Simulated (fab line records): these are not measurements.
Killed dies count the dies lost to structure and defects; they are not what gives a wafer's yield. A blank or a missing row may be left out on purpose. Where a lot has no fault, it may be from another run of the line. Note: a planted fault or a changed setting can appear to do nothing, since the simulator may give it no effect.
fab line records ; flow sky130 ; part 2 of 2: steps 26 to 35 of 35
record: lots: 5; wafers: 15; last-day: 50
route steps=708 shown VIA4@639 METAL5@661
lots untouched by any fault: they come from a run of this same line in which no faults occurred
start-h: hours from the record's first day to the start of the lot's first wafer shown ; wait-h: time in hours since the lot's previous step ; " repeats the value in the row above ; L1.1+2: a single row standing in for several wafers ; - no value, or no start given ; * or withheld: withheld ; < > ~ a bound
route shown NAME@n: NAME is a module with steps in the file, n the number in the route of the first one ; usual: average and standard deviation across the fault-free wafers ; same: alike in all rows ; chamber/n: place in a boat ; sites: the reading at each site ; _std_site: standard deviation of those values ; _edge_site: outer sites' mean less inner sites' ; radius-mm: how far each site lies from the wafer's centre ; mask NAME#n: copy n ; behind: the last tool/chamber to shape the wafer ; hold: what put the lot on hold/how long, in hours/how the hold closed ; device: the transistor (n, p or np) that didn't switch ; end of line: the tests these same wafers got at the end of their route ; a step with no rows: only its recipe ; killed: at the first sort, the dies lost to defects and structure; wafer yield is something else ; map: a wafer's dies, marking killed ones x, the rest . and places with no die _
set.NAME: the setting that was run; set.NAME@STEP: the one run at that earlier step ; model.NAME: the simulator's own value behind a step, which no gauge read
lots seen at some steps along the route; tables by step, rows by wafer
services: when a tool's chamber went out of use (start-h, in hours from the record's first day, below 0 if earlier), for how many hours, and the reason
== steps ==
step: SKY_METAL5_SPUTTER_03
recipe: material: Ti; target-thk-nm: 5; power-w: 3000; time-s: 3.3; chamber-pressure-pa: 0.4
usual: throttle-valve-pct: 30.1/0.97
lot.wafer;tool;chamber;start-h;wait-h;throttle-valve-pct
L080.1;pvd-sputter-04;-;1050.41;0.0;32.1
L080.5;pvd-sputter-04;-;1050.41;0.0;32.2
L080.6;pvd-sputter-04;-;1050.41;0.0;30.5
L081.2;pvd-sputter-04;-;1063.62;0.0;28.5
L081.4;pvd-sputter-04;-;1063.62;0.0;30.4
L081.6;pvd-sputter-04;-;1063.62;0.0;31.4
L084.2;pvd-sputter-02;-;1076.17;0.0;29.5
L084.4;pvd-sputter-02;-;1076.17;0.0;29.1
L084.5;pvd-sputter-02;-;1076.17;0.0;29.3
L095.3;pvd-sputter-04;-;1142.41;0.0;28.5
L095.5;pvd-sputter-04;-;1142.41;0.0;28.4
L095.6;pvd-sputter-04;-;1142.41;0.0;31.2
L096.3;pvd-sputter-02;-;1146.79;0.0;29.3
L096.5;pvd-sputter-02;-;1146.79;0.0;29.9
L096.6;pvd-sputter-02;-;1146.79;0.0;29.1
step: SKY_METAL5_SPUTTER_04
recipe: material: TiN; target-thk-nm: 70; power-w: 6500; time-s: 58.3; chamber-pressure-pa: 0.4
usual: throttle-valve-pct: 30.1/0.96
lot.wafer;tool;chamber;start-h;wait-h;throttle-valve-pct
L080.1;pvd-sputter-04;-;1050.43;0.0;31.9
L080.5;pvd-sputter-04;-;1050.43;0.0;32.3
L080.6;pvd-sputter-04;-;1050.43;0.0;30.3
L081.2;pvd-sputter-04;-;1063.64;0.0;28.5
L081.4;pvd-sputter-04;-;1063.64;0.0;30.3
L081.6;pvd-sputter-04;-;1063.64;0.0;31.4
L084.2;pvd-sputter-02;-;1076.19;0.0;29.4
L084.4;pvd-sputter-02;-;1076.19;0.0;29.2
L084.5;pvd-sputter-02;-;1076.19;0.0;29.2
L095.3;pvd-sputter-04;-;1142.43;0.0;28.2
L095.5;pvd-sputter-04;-;1142.43;0.0;28.4
L095.6;pvd-sputter-04;-;1142.43;0.0;31.3
L096.3;pvd-sputter-02;-;1146.81;0.0;29.0
L096.5;pvd-sputter-02;-;1146.81;0.0;29.7
L096.6;pvd-sputter-02;-;1146.81;0.0;29.2
step: SKY_METAL5_RS_MEAS_05
recipe: thk-meas-gauge: four-point-probe; reads: TiN_of_METAL5_SPUTTER_04+Ti_of_METAL5_SPUTTER_03+AlCu_of_METAL5_SPUTTER_02+TiN_of_METAL5_SPUTTER_01+Ti_of_METAL5_SPUTTER_00
usual: METAL5_ALCU_RS: 0.02711/0.00027
lot.wafer;tool;chamber;start-h;wait-h;METAL5_ALCU_RS[ohm/sq]
L080.1;film-metro-04;-;1050.48;0.0;0.02732
L080.5;film-metro-04;-;1050.48;0.0;0.0273
L080.6;film-metro-04;-;1050.48;0.0;0.02704
L081.2;film-metro-04;-;1063.71;0.0;0.02702
L081.4;film-metro-04;-;1063.71;0.0;0.02647
L081.6;film-metro-04;-;1063.71;0.0;0.02696
L084.2;film-metro-04;-;1076.25;0.0;0.02783
L084.4;film-metro-04;-;1076.25;0.0;0.02776
L084.5;film-metro-04;-;1076.25;0.0;0.02755
L095.3;film-metro-03;-;1142.52;0.1;0.02708
L095.5;film-metro-03;-;1142.52;0.1;0.02694
L095.6;film-metro-03;-;1142.52;0.1;0.02704
L096.3;film-metro-03;-;1146.90;0.1;0.02706
L096.5;film-metro-03;-;1146.90;0.1;0.02724
L096.6;film-metro-03;-;1146.90;0.1;0.02698
step: SKY_METAL5_THK_MEAS_06
recipe: thk-meas-gauge: xrf; reads: AlCu_of_METAL5_SPUTTER_02
usual: METAL5_ALCU_THK: 1106/12
lot.wafer;tool;chamber;start-h;wait-h;METAL5_ALCU_THK[nm]
L080.1;film-metro-04;-;1050.60;0.1;1100
L080.5;film-metro-04;-;1050.60;0.1;1091
L080.6;film-metro-04;-;1050.60;0.1;1098
L081.2;film-metro-04;-;1063.82;0.1;1118
L081.4;film-metro-04;-;1063.82;0.1;1135
L081.6;film-metro-04;-;1063.82;0.1;1121
L084.2;film-metro-04;-;1076.36;0.1;1078
L084.4;film-metro-04;-;1076.36;0.1;1084
L084.5;film-metro-04;-;1076.36;0.1;1092
L095.3;film-metro-03;-;1142.62;0.1;1099
L095.5;film-metro-03;-;1142.62;0.1;1103
L095.6;film-metro-03;-;1142.62;0.1;1103
L096.3;film-metro-03;-;1147.00;0.1;1095
L096.5;film-metro-03;-;1147.00;0.1;1091
L096.6;film-metro-03;-;1147.00;0.1;1112
step: SKY_METAL5_DEHYDRATE_07
recipe: temp-c: 200; time-s: 60
usual: chill-plate-temp-C: 23.00/0.1
lot.wafer;tool;chamber;start-h;wait-h;chill-plate-temp-C
L080.1;litho-track-01;0;1060.33;9.7;23.00
L080.5;litho-track-01;0;1060.33;9.7;22.89
L080.6;litho-track-01;0;1060.33;9.7;22.93
L081.2;litho-track-02;0;1074.03;10.2;22.90
L081.4;litho-track-02;0;1074.03;10.2;22.94
L081.6;litho-track-02;0;1074.03;10.2;23.05
L084.2;litho-track-01;0;1085.86;9.5;22.89
L084.4;litho-track-01;0;1085.86;9.5;23.03
L084.5;litho-track-01;0;1085.86;9.5;23.00
L095.3;litho-track-04;0;1151.28;8.7;23.02
L095.5;litho-track-04;0;1151.28;8.7;23.07
L095.6;litho-track-04;0;1151.28;8.7;22.98
L096.3;litho-track-04;0;1155.38;8.4;23.13
L096.5;litho-track-04;0;1155.38;8.4;23.05
L096.6;litho-track-04;0;1155.38;8.4;23.17
step: SKY_METAL5_HMDS_08
recipe: prime-time-s: 60; prime-temp-c: 120
usual: chill-plate-temp-C: 23.00/0.1
lot.wafer;tool;chamber;start-h;wait-h;chill-plate-temp-C
L080.1;litho-track-01;0;1060.48;0.1;23.07
L080.5;litho-track-01;0;1060.48;0.1;23.00
L080.6;litho-track-01;0;1060.48;0.1;22.99
L081.2;litho-track-02;0;1074.18;0.1;23.05
L081.4;litho-track-02;0;1074.18;0.1;22.99
L081.6;litho-track-02;0;1074.18;0.1;22.86
L084.2;litho-track-01;0;1086.01;0.1;22.96
L084.4;litho-track-01;0;1086.01;0.1;23.13
L084.5;litho-track-01;0;1086.01;0.1;23.10
L095.3;litho-track-04;0;1151.43;0.1;23.01
L095.5;litho-track-04;0;1151.43;0.1;23.03
L095.6;litho-track-04;0;1151.43;0.1;23.08
L096.3;litho-track-04;0;1155.53;0.1;22.97
L096.5;litho-track-04;0;1155.53;0.1;23.01
L096.6;litho-track-04;0;1155.53;0.1;22.98
step: SKY_METAL5_COAT_09
recipe: resist: NOVOLAK; spin-rpm: 3000; resist-thk-nm: 1800
usual: chill-plate-temp-C: 22.98/0.11
lot.wafer;tool;chamber;start-h;wait-h;chill-plate-temp-C
L080.1;litho-track-01;0;1060.63;0.1;23.06
L080.5;litho-track-01;0;1060.63;0.1;23.20
L080.6;litho-track-01;0;1060.63;0.1;23.00
L081.2;litho-track-02;0;1074.33;0.1;22.98
L081.4;litho-track-02;0;1074.33;0.1;23.04
L081.6;litho-track-02;0;1074.33;0.1;22.98
L084.2;litho-track-01;0;1086.16;0.1;23.04
L084.4;litho-track-01;0;1086.16;0.1;23.19
L084.5;litho-track-01;0;1086.16;0.1;22.98
L095.3;litho-track-04;0;1151.58;0.1;23.13
L095.5;litho-track-04;0;1151.58;0.1;23.12
L095.6;litho-track-04;0;1151.58;0.1;23.14
L096.3;litho-track-04;0;1155.68;0.1;22.93
L096.5;litho-track-04;0;1155.68;0.1;22.93
L096.6;litho-track-04;0;1155.68;0.1;22.96
step: SKY_METAL5_SOFTBAKE_10
recipe: temp-c: 90; time-s: 60; resist: NOVOLAK
usual: chill-plate-temp-C: 23.01/0.11
lot.wafer;tool;chamber;start-h;wait-h;chill-plate-temp-C
L080.1;litho-track-01;0;1060.78;0.1;23.34
L080.5;litho-track-01;0;1060.78;0.1;23.10
L080.6;litho-track-01;0;1060.78;0.1;23.14
L081.2;litho-track-02;0;1074.48;0.1;22.93
L081.4;litho-track-02;0;1074.48;0.1;23.16
L081.6;litho-track-02;0;1074.48;0.1;22.97
L084.2;litho-track-01;0;1086.31;0.1;22.87
L084.4;litho-track-01;0;1086.31;0.1;22.94
L084.5;litho-track-01;0;1086.31;0.1;23.12
L095.3;litho-track-04;0;1151.73;0.1;23.23
L095.5;litho-track-04;0;1151.73;0.1;23.08
L095.6;litho-track-04;0;1151.73;0.1;23.03
L096.3;litho-track-04;0;1155.83;0.1;22.94
L096.5;litho-track-04;0;1155.83;0.1;22.92
L096.6;litho-track-04;0;1155.83;0.1;23.04
step: SKY_METAL5_EXPOSE_11
recipe: mask-id: MM5; na: 0.6; source-shape: conventional; sigma-outer: 0.6; polarization: unpolarized; target-cd-nm: 1600; dose-mj: 190
usual: exposure-dose-mJ-cm2: 189.99/0.19
lot.wafer;tool;chamber;start-h;wait-h;mask;exposure-dose-mJ-cm2
L080.1;iline-stepper-01;0;-;-;MM5#0;189.86
L080.5;iline-stepper-01;0;-;-;MM5#0;190.02
L080.6;iline-stepper-01;0;-;-;MM5#0;189.67
L081.2;iline-stepper-01;0;-;-;MM5#0;189.97
L081.4;iline-stepper-01;0;-;-;MM5#0;189.85
L081.6;iline-stepper-01;0;-;-;MM5#0;189.97
L084.2;iline-stepper-01;0;-;-;MM5#0;190.17
L084.4;iline-stepper-01;0;-;-;MM5#0;190.42
L084.5;iline-stepper-01;0;-;-;MM5#0;190.38
L095.3;iline-stepper-01;0;-;-;MM5#0;189.96
L095.5;iline-stepper-01;0;-;-;MM5#0;190.08
L095.6;iline-stepper-01;0;-;-;MM5#0;189.95
L096.3;iline-stepper-02;0;-;-;MM5#0;190.07
L096.5;iline-stepper-02;0;-;-;MM5#0;190.11
L096.6;iline-stepper-02;0;-;-;MM5#0;189.85
step: SKY_METAL5_PEB_12
recipe: temp-c: withheld; time-s: *; resist: NOVOLAK
usual: chill-plate-temp-C: *
lot.wafer;tool;chamber;start-h;wait-h;chill-plate-temp-C
L080.1;litho-track-01;0;-;-;*
L080.5;litho-track-01;0;-;-;*
L080.6;litho-track-01;0;-;-;*
L081.2;litho-track-04;0;-;-;*
L081.4;litho-track-04;0;-;-;*
L081.6;litho-track-04;0;-;-;*
L084.2;litho-track-02;0;-;-;*
L084.4;litho-track-02;0;-;-;*
L084.5;litho-track-02;0;-;-;*
L095.3;litho-track-02;0;-;-;*
L095.5;litho-track-02;0;-;-;*
L095.6;litho-track-02;0;-;-;*
L096.3;litho-track-01;0;-;-;*
L096.5;litho-track-01;0;-;-;*
L096.6;litho-track-01;0;-;-;*
== services ==
tool;chamber;start-h;hours;kind
cvd-w-02;0;1004.89;9.1;repair
pvd-sputter-04;-;1009.33;5.6;repair
hdpcvd-02;-;1025.79;5.5;pm
cmp-01;-;1026.96;2.3;repair
cmp-02;-;1029.72;4.0;repair
iline-stepper-01;-;1038.84;4.5;repair
plasma-asher-01;-;1053.19;1.4;repair
cmp-02;-;1059.26;16.1;pm
wet-bench-03;-;1065.88;2.9;repair
iline-stepper-01;-;1072.20;0.7;repair
pvd-sputter-02;-;1076.90;0.5;repair
cmp-02;-;1084.07;4.0;pm
iline-stepper-02;-;1085.93;0.9;repair
wet-bench-01;-;1102.36;3.2;repair
cmp-01;-;1111.78;8.3;pm
wet-bench-01;-;1114.33;5.6;repair
cmp-01;-;1129.19;2.8;repair
cmp-02;-;1132.85;3.5;pm
pvd-sputter-02;-;1137.34;0.7;repair
cmp-02;-;1144.09;1.8;repair
cmp-02;-;1149.51;0.8;repair
cmp-01;-;1159.15;2.7;repair
iline-stepper-01;-;1159.55;1.7;pm
cmp-01;-;1162.24;2.2;repair
